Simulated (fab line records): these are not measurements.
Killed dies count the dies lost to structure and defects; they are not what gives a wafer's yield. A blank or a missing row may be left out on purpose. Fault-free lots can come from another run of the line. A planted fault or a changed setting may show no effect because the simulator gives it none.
fab line records + flow sky130 + part 2 of 2: steps 30 to 37 of 37
record
- lots=5
- wafers=15
- last-day=48
route steps=708 shown SD_N@346 SD_P@359 RES_XHIGH@360 SALICIDE@361 LI_CONTACT@362
lots with no fault: from the same line, run without faults
start-h: start of the lot's first displayed wafer, in hours after the record's first day + wait-h: hours elapsed since this lot's preceding step + " the same as in the row above + L1.1+2: a row that stands for several wafers + - no value present, or no start provided + * or withheld: withheld + < > ~ a bound
route shown NAME@n: NAME is a module with steps in the file, n the number in the route of the first one + usual: mean and standard deviation over wafers with no fault + same: alike in all rows + chamber/n: place in a boat + sites: each site's reading + _std_site: the values' standard deviation + _edge_site: outer sites' mean less inner sites' + radius-mm: how far each site lies from the wafer's centre + mask NAME#n: copy n + behind: the most recent tool/chamber to have shaped the wafer + hold: cause of the lot's hold/its duration in hours/its outcome + device: names the non-switching transistor (n, p or np) + end of line: at the end of the route, the tests of the same wafers + a step without rows: its recipe alone + killed: dies lost to structure and defects at the first sort, not the wafer's yield + map: the dies of a wafer, with x for killed, . for not killed, _ for no die there
set.NAME: the setting the step ran with; set.NAME@STEP: the setting that earlier step ran with + model.NAME: the simulator's own value behind a step, which no gauge read
lots at selected steps of the route; one table per step, one row per wafer
services: a tool's chamber out of use, with start hour (start-h, from the record's first day; less than 0 if before it), hours out, and reason
## steps
# step SKY_LI_CONTACT_ETCH_14
# recipe
- chemistry=N2/H2
- target=BARC
- ion-energy-ev=200
- source-w=500
- bias-w=100
- pressure-mtorr=30
- n2-flow-sccm=100
- h2-flow-sccm=200
- stop-on=SiO2
- time-s=45.9
- target-depth-a=600
# usual
- drypump-motor-current-A=5.6/0.44
- h2-flow-sccm=200.0/0.56
- oes-product-au=0.856/0.0045
- throttle-valve-pct=13.225/0.0079
# same
- time-s=45.9
| lot.wafer | tool        | chamber | start-h | wait-h | drypump-motor-current-A | h2-flow-sccm | oes-product-au | rf-hours-counter-h | throttle-valve-pct |
|-----------|-------------|---------|---------|--------|-------------------------|--------------|----------------|--------------------|--------------------|
| L080.1    | rie-diel-02 | 0       | 732.09  | 0.0    | 5.6                     | 200.4        | 0.850          | 10                 | 13.227             |
| L080.3    | "           | 1       | "       | "      | 5.4                     | 200.2        | 0.857          | 1                  | 13.228             |
| L080.5    | "           | 0       | "       | "      | 5.6                     | 199.6        | 0.855          | -                  | 13.224             |
| L082.1    | rie-diel-03 | 2       | 746.38  | 0.0    | 5.3                     | 200.8        | 0.854          | 8                  | 13.224             |
| L082.3    | "           | 3       | "       | "      | 5.6                     | 200.3        | 0.851          | 2                  | 13.232             |
| L082.6    | "           | 1       | "       | "      | 6.4                     | 200.8        | 0.851          | -                  | 13.213             |
| L088.1    | rie-diel-01 | 0       | 793.88  | 0.0    | 5.4                     | 199.9        | 0.860          | 13                 | 13.230             |
| L088.3    | "           | 1       | "       | "      | 5.2                     | 200.2        | 0.856          | 6                  | 13.226             |
| L088.5    | "           | 1       | "       | "      | 5.2                     | 200.1        | 0.857          | -                  | 13.237             |
| L089.1    | rie-diel-03 | 1       | 795.34  | 0.0    | 6.4                     | 199.0        | 0.855          | 12                 | 13.224             |
| L089.3    | "           | 3       | "       | "      | 5.5                     | 200.4        | 0.854          | 3                  | 13.231             |
| L089.6    | "           | 0       | "       | "      | 6.6                     | 200.2        | 0.842          | -                  | 13.227             |
| L090.1    | rie-diel-01 | 3       | 801.13  | 0.0    | 5.2                     | 200.4        | 0.861          | 13                 | 13.232             |
| L090.2    | "           | 0       | "       | "      | 5.4                     | 199.6        | 0.848          | 13                 | 13.217             |
| L090.4    | "           | 2       | "       | "      | 6.1                     | 199.6        | 0.846          | 1                  | 13.223             |
# step SKY_LI_CONTACT_ETCH_15
# recipe
- target=PSG
- chemistry=C4F8/O2/Ar
- stop-on=Si
- taper-deg=4.15
- mask-material=KrF-thick
- source-w=1500
- bias-w=1200
- pressure-mtorr=40
- c4f8-flow-sccm=withheld
- O2_flow_sccm=6
- Ar_flow_sccm=300
- time-s=withheld
- target-depth-a=6000
# usual
- oes-product-au=0.837/0.0044
| lot.wafer | tool        | chamber | start-h | wait-h | oes-product-au |
|-----------|-------------|---------|---------|--------|----------------|
| L080.1    | rie-diel-02 | 0       | 732.14  | 0.0    | 0.836          |
| L080.3    | "           | 1       | "       | "      | 0.831          |
| L080.5    | "           | 0       | "       | "      | 0.837          |
| L082.1    | rie-diel-03 | 2       | 746.42  | 0.0    | 0.838          |
| L082.3    | "           | 3       | "       | "      | 0.836          |
| L082.6    | "           | 1       | "       | "      | 0.841          |
| L088.1    | rie-diel-01 | 0       | 793.92  | 0.0    | 0.836          |
| L088.3    | "           | 1       | "       | "      | 0.844          |
| L088.5    | "           | 1       | "       | "      | 0.843          |
| L089.1    | rie-diel-03 | 1       | 795.39  | 0.0    | 0.834          |
| L089.3    | "           | 3       | "       | "      | 0.845          |
| L089.6    | "           | 0       | "       | "      | 0.836          |
| L090.1    | rie-diel-01 | 3       | 801.17  | 0.0    | 0.831          |
| L090.2    | "           | 0       | "       | "      | 0.841          |
| L090.4    | "           | 2       | "       | "      | 0.834          |
# step SKY_LI_CONTACT_STRIP_16
# recipe
- chemistry=O2/N2
- power-w=1400
- pressure-mtorr=1500
- platen-temp-c=withheld
- o2-flow-sccm=3000
- n2-flow-sccm=300
- overash-fraction=0.5
# usual
- drypump-motor-current-A=5.9/0.51
- oes-product-au=0.375/0.0052
- strip-time-to-endpoint-s=3.50/0.032
| lot.wafer | tool            | chamber | start-h | wait-h | drypump-motor-current-A | oes-product-au | rf-hours-counter-h | strip-time-to-endpoint-s |
|-----------|-----------------|---------|---------|--------|-------------------------|----------------|--------------------|--------------------------|
| L080.1    | plasma-asher-01 | 0       | 732.22  | -      | 6.1                     | 0.374          | 92                 | 3.54                     |
| L080.3    | "               | 1       | "       | "      | 5.9                     | 0.380          | -                  | 3.58                     |
| L080.5    | "               | 1       | "       | "      | 5.9                     | 0.380          | -                  | 3.51                     |
| L082.1    | plasma-asher-02 | 0       | 746.50  | -      | 6.4                     | 0.377          | 0                  | 3.50                     |
| L082.3    | "               | 0       | "       | "      | 6.4                     | 0.377          | -                  | 3.43                     |
| L082.6    | "               | 0       | "       | "      | 6.4                     | 0.368          | -                  | 3.45                     |
| L088.1    | plasma-asher-02 | 1       | 794.01  | -      | 5.0                     | 0.374          | 6                  | 3.52                     |
| L088.3    | "               | 1       | "       | "      | 5.0                     | 0.371          | -                  | 3.50                     |
| L088.5    | "               | 1       | "       | "      | 5.0                     | 0.371          | -                  | 3.51                     |
| L089.1    | plasma-asher-01 | 0       | 795.47  | -      | 6.1                     | 0.377          | 98                 | 3.51                     |
| L089.3    | "               | 1       | "       | "      | 6.0                     | 0.362          | -                  | 3.45                     |
| L089.6    | "               | 0       | "       | "      | 6.2                     | 0.377          | -                  | 3.52                     |
| L090.1    | plasma-asher-01 | 0       | 801.26  | -      | 6.1                     | 0.370          | 99                 | 3.43                     |
| L090.2    | "               | 1       | "       | "      | 6.0                     | 0.379          | 99                 | 3.45                     |
| L090.4    | "               | 0       | "       | "      | 6.1                     | 0.372          | -                  | 3.47                     |
# step SKY_LI_CONTACT_CLEAN_17
# recipe
- chemistry=NMP
- time-s=600
- temp-c=60
- dry=n2-spin
# usual
- bath-guard-temp-C=59.7/0.46
- bath-heat-duty-pct=9.9/0.98
# same
- time-s=600
| lot.wafer | tool         | chamber | start-h | wait-h | bath-guard-temp-C | bath-heat-duty-pct |
|-----------|--------------|---------|---------|--------|-------------------|--------------------|
| L080.1    | wet-bench-04 | 3       | 732.32  | 0.1    | 59.8              | 9.4                |
| L080.3    | "            | 3       | "       | "      | 59.9              | 8.3                |
| L080.5    | "            | 3       | "       | "      | 59.7              | 9.7                |
| L082.1    | wet-bench-04 | 0       | 746.60  | 0.1    | 59.4              | 10.2               |
| L082.3    | "            | 0       | "       | "      | 59.5              | 10.1               |
| L082.6    | "            | 0       | "       | "      | 59.4              | 9.7                |
| L088.1    | wet-bench-01 | 0       | 794.11  | 0.1    | 59.9              | 8.2                |
| L088.3    | "            | 0       | "       | "      | 59.8              | 8.7                |
| L088.5    | "            | 0       | "       | "      | 59.6              | 8.8                |
| L089.1    | wet-bench-03 | 2       | 795.57  | 0.1    | 60.3              | 11.4               |
| L089.3    | "            | 2       | "       | "      | 59.8              | 11.4               |
| L089.6    | "            | 2       | "       | "      | 60.5              | 10.9               |
| L090.1    | wet-bench-04 | 2       | 801.36  | 0.1    | 60.2              | 10.6               |
| L090.2    | "            | 2       | "       | "      | 59.8              | 9.9                |
| L090.4    | "            | 2       | "       | "      | 60.0              | 9.8                |
# step SKY_LI_CONTACT_PRE_CLEAN_18
# recipe
- gas=Ar
- time-s=5.6
- bias-v=358
# same
- time-s=5.6
| lot.wafer  | tool           | chamber | start-h | wait-h |
|------------|----------------|---------|---------|--------|
| L080.1+3+5 | pvd-sputter-03 | -       | 732.50  | 0.0    |
| L082.1+3+6 | pvd-sputter-02 | -       | 746.78  | 0.0    |
| L088.1+3+5 | pvd-sputter-03 | -       | 794.30  | 0.0    |
| L089.1+3+6 | pvd-sputter-04 | -       | 795.95  | 0.0    |
| L090.1+2+4 | pvd-sputter-02 | -       | 801.53  | 0.0    |
# step SKY_LI_CONTACT_SPUTTER_19
# recipe
- material=Ti
- target-thk-nm=20
- chamber-pressure-pa=5
- power-w=2500
- substrate-temp-c=200
- time-s=106.37
# usual
- throttle-valve-pct=29.9/0.97
# same
- time-s=106.37
| lot.wafer | tool           | chamber | start-h | wait-h | throttle-valve-pct |
|-----------|----------------|---------|---------|--------|--------------------|
| L080.1    | pvd-sputter-03 | -       | 732.52  | 0.0    | 30.6               |
| L080.3    | "              | -       | "       | "      | 30.7               |
| L080.5    | "              | -       | "       | "      | 30.5               |
| L082.1    | pvd-sputter-02 | -       | 746.80  | 0.0    | 31.0               |
| L082.3    | "              | -       | "       | "      | 28.8               |
| L082.6    | "              | -       | "       | "      | 31.0               |
| L088.1    | pvd-sputter-03 | -       | 794.32  | 0.0    | 30.9               |
| L088.3    | "              | -       | "       | "      | 30.1               |
| L088.5    | "              | -       | "       | "      | 30.1               |
| L089.1    | pvd-sputter-04 | -       | 795.97  | 0.0    | 30.4               |
| L089.3    | "              | -       | "       | "      | 27.4               |
| L089.6    | "              | -       | "       | "      | 30.2               |
| L090.1    | pvd-sputter-02 | -       | 801.55  | 0.0    | 28.9               |
| L090.2    | "              | -       | "       | "      | 29.3               |
| L090.4    | "              | -       | "       | "      | 29.9               |
# step SKY_LI_CONTACT_SPUTTER_20
# recipe
- material=TiN
- target-thk-nm=20
- chamber-pressure-pa=5
- power-w=4000
- time-s=80
# usual
- throttle-valve-pct=29.9/0.99
# same
- time-s=80
| lot.wafer | tool           | chamber | start-h | wait-h | throttle-valve-pct |
|-----------|----------------|---------|---------|--------|--------------------|
| L080.1    | pvd-sputter-03 | -       | 732.59  | 0.0    | 30.4               |
| L080.3    | "              | -       | "       | "      | 30.7               |
| L080.5    | "              | -       | "       | "      | 30.5               |
| L082.1    | pvd-sputter-02 | -       | 746.88  | 0.0    | 31.0               |
| L082.3    | "              | -       | "       | "      | 28.7               |
| L082.6    | "              | -       | "       | "      | 31.0               |
| L088.1    | pvd-sputter-03 | -       | 794.39  | 0.0    | 30.9               |
| L088.3    | "              | -       | "       | "      | 30.3               |
| L088.5    | "              | -       | "       | "      | 29.9               |
| L089.1    | pvd-sputter-04 | -       | 796.05  | 0.0    | 30.7               |
| L089.3    | "              | -       | "       | "      | 27.4               |
| L089.6    | "              | -       | "       | "      | 30.0               |
| L090.1    | pvd-sputter-02 | -       | 801.63  | 0.0    | 28.9               |
| L090.2    | "              | -       | "       | "      | 29.1               |
| L090.4    | "              | -       | "       | "      | 29.9               |
# step SKY_LI_CONTACT_CVD_21
# recipe
- material=W
- target-thk-nm=400
- time-s=120.56
- temp-c=400
- pressure-torr=40
# usual
- heater-power-w=838/86
# same
- time-s=120.56
| lot.wafer | tool     | chamber | start-h | wait-h | heater-power-w |
|-----------|----------|---------|---------|--------|----------------|
| L080.1    | cvd-w-01 | 1       | 732.65  | 0.0    | 953            |
| L080.3    | "        | 1       | "       | "      | 950            |
| L080.5    | "        | 0       | "       | "      | 836            |
| L082.1    | cvd-w-02 | 1       | 746.94  | 0.0    | 901            |
| L082.3    | "        | 1       | "       | "      | 877            |
| L082.6    | "        | 0       | "       | "      | 717            |
| L088.1    | cvd-w-02 | 1       | 794.45  | 0.0    | 852            |
| L088.3    | "        | 1       | "       | "      | 886            |
| L088.5    | "        | 0       | "       | "      | 713            |
| L089.1    | cvd-w-02 | 1       | 796.11  | 0.0    | 887            |
| L089.3    | "        | 1       | "       | "      | 876            |
| L089.6    | "        | 0       | "       | "      | 701            |
| L090.1    | cvd-w-02 | 1       | 801.69  | 0.0    | 895            |
| L090.2    | "        | 0       | "       | "      | 731            |
| L090.4    | "        | 1       | "       | "      | 887            |
## services
| tool            | chamber | start-h | hours | kind   |
|-----------------|---------|---------|-------|--------|
| cmp-01          | -       | 671.46  | 6.5   | pm     |
| krf-scanner-02  | -       | 685.07  | 1.3   | pm     |
| implanter-01    | -       | 688.34  | 2.0   | repair |
| rie-diel-03     | -       | 693.99  | 0.5   | repair |
| pvd-sputter-03  | -       | 697.16  | 1.3   | repair |
| pvd-sputter-04  | -       | 698.46  | 1.7   | repair |
| cvd-w-02        | 1       | 699.77  | 2.6   | repair |
| pvd-sputter-03  | -       | 702.77  | 3.2   | repair |
| krf-scanner-02  | -       | 706.73  | 1.0   | pm     |
| implanter-01    | -       | 723.06  | 0.9   | repair |
| implanter-01    | -       | 724.28  | 8.7   | repair |
| krf-scanner-02  | -       | 724.45  | 0.8   | pm     |
| hdpcvd-02       | -       | 730.86  | 0.3   | repair |
| plasma-asher-02 | -       | 733.75  | 9.0   | pm     |
| cmp-01          | -       | 737.45  | 1.6   | repair |
| implanter-01    | -       | 742.09  | 19.3  | repair |
| plasma-asher-01 | -       | 744.21  | 7.7   | repair |
| cmp-01          | -       | 744.23  | 4.0   | pm     |
| cvd-w-02        | 0       | 757.11  | 15.6  | repair |
| cvd-w-02        | 1       | 760.14  | 1.4   | repair |
| rie-diel-01     | 3       | 760.77  | 5.7   | repair |
| plasma-asher-02 | -       | 770.56  | 0.5   | repair |
| rie-diel-01     | 3       | 788.17  | 11.7  | repair |
| rie-diel-03     | 2       | 793.93  | 12.4  | repair |
